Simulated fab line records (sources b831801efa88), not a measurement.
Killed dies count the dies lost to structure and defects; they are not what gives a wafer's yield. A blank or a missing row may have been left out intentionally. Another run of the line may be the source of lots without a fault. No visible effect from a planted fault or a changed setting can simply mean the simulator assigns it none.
A struck lot beside a sound one	flow sky130	21 out of 708 route steps
Sound: these wafers, L196.1, L196.2, L196.3. Wafers struck: L199.3, L199.5, L199.6. At the end, the cause is stated.
For every step that has rows: the tool of each side, followed by ch and its chambers, followed by its first start. Under that, the readings that differ: sound wafers	struck wafers	difference of the means	sigmas: that difference in standard deviations of wafers without a fault.
alike: words and numbers the same on both sides, and readings whose means are apart by under 2 such deviations; not compared: readings that were withheld, readings missing a value for some wafer, numbers with overlapping values and no deviation given by the record, and bounds like >300 which may hide the same value.
Wherever a step has rows on one side only, a row that says differs or no value, or a row with sigmas, the two part there. Non-overlapping numbers with no deviation appear without sigmas and do not part them. Lack of a reading on every wafer of one side parts them only where that side has two or more wafers.

first, 6 steps without rows for these wafers: SKY_LDD_N_IMPLANT_10; SKY_LDD_N_IMPLANT_11; SKY_LDD_N_IMPLANT_12; SKY_LDD_N_IMPLANT_13; SKY_LDD_N_IMPLANT_14; SKY_LDD_N_IMPLANT_15.
SKY_LDD_N_STRIP_16: strips in O2/N2.
  sound on plasmaAsher-03 ch 0,1, day 18 04:04; struck on plasmaAsher-03 ch 0,1, day 18 22:38
  alike: drypumpMotorCurrentA, o2FlowSccm, oesProductAu, stripTimeToEndpointS
  not compared: rfHoursCounterH
SKY_LDD_N_TW_MEAS_17:
  sound on filmMetro-02, day 18 04:10; struck on filmMetro-03, day 18 22:43
  alike: LDD_N_TW
then, 4 steps without rows for these wafers: SKY_LDD_P_DEHYDRATE_00 (time 60 s); SKY_LDD_P_HMDS_01 (prime time 60 s); SKY_LDD_P_COAT_02 (resist thk 1140 nm); SKY_LDD_P_SOFTBAKE_03 (time 60 s).
SKY_LDD_P_EXPOSE_04: exposes mask PSDM, target cd 380 nm.
  sound on ilineStepper-02 ch 0, day 18 18:55; struck on ilineStepper-01 ch 0, day 19 14:18
reading	sound	struck	difference	sigmas
mask	PSDM#0 PSDM#0 PSDM#0	NTM#0 NTM#0 NTM#0	differs	
then, 2 steps without rows for these wafers: SKY_LDD_P_PEB_05; SKY_LDD_P_DEVELOP_06 (develop time 60 s).
SKY_LDD_P_CD_MEAS_07: the cd target is 380 nm.
  sound on cdSem-01, day 19 10:24; struck on cdSem-01, day 20 05:07
reading	sound	struck	difference	sigmas
cdNm (nm)	381.6 378.4 380.4	- - -	no value on the struck wafers	
SKY_LDD_P_OVL_MEAS_08:
  sound on overlay-01, day 19 10:31; struck on overlay-02, day 20 05:13
reading	sound	struck	difference	sigmas
LDD_P_OVL (nm)	-0.9 -1.2 -3.2	- - -	no value on the struck wafers	
after that, 1 step had no rows for these wafers: SKY_LDD_P_IMPLANT_09.
SKY_LDD_P_STRIP_10: strips in O2/N2.
  sound on plasmaAsher-03 ch 0,1, day 19 10:43; struck on plasmaAsher-03 ch 0,1, day 20 05:25
  alike: drypumpMotorCurrentA, o2FlowSccm, oesProductAu, stripTimeToEndpointS
  not compared: rfHoursCounterH
SKY_LDD_P_TW_MEAS_11:
  sound on filmMetro-01, day 19 10:49; struck on filmMetro-03, day 20 05:30
reading	sound	struck	difference	sigmas
LDD_P_TW	634 634 636	30 30 30	-605	-99 or more
then, 1 step without rows for these wafers: SKY_LDD_HVN_DEHYDRATE_00 (time 60 s).

== WHERE THEY PART ==
First at SKY_LDD_P_EXPOSE_04; last, within this record, at SKY_LDD_P_TW_MEAS_11.

WHY: whatever the simulator had introduced
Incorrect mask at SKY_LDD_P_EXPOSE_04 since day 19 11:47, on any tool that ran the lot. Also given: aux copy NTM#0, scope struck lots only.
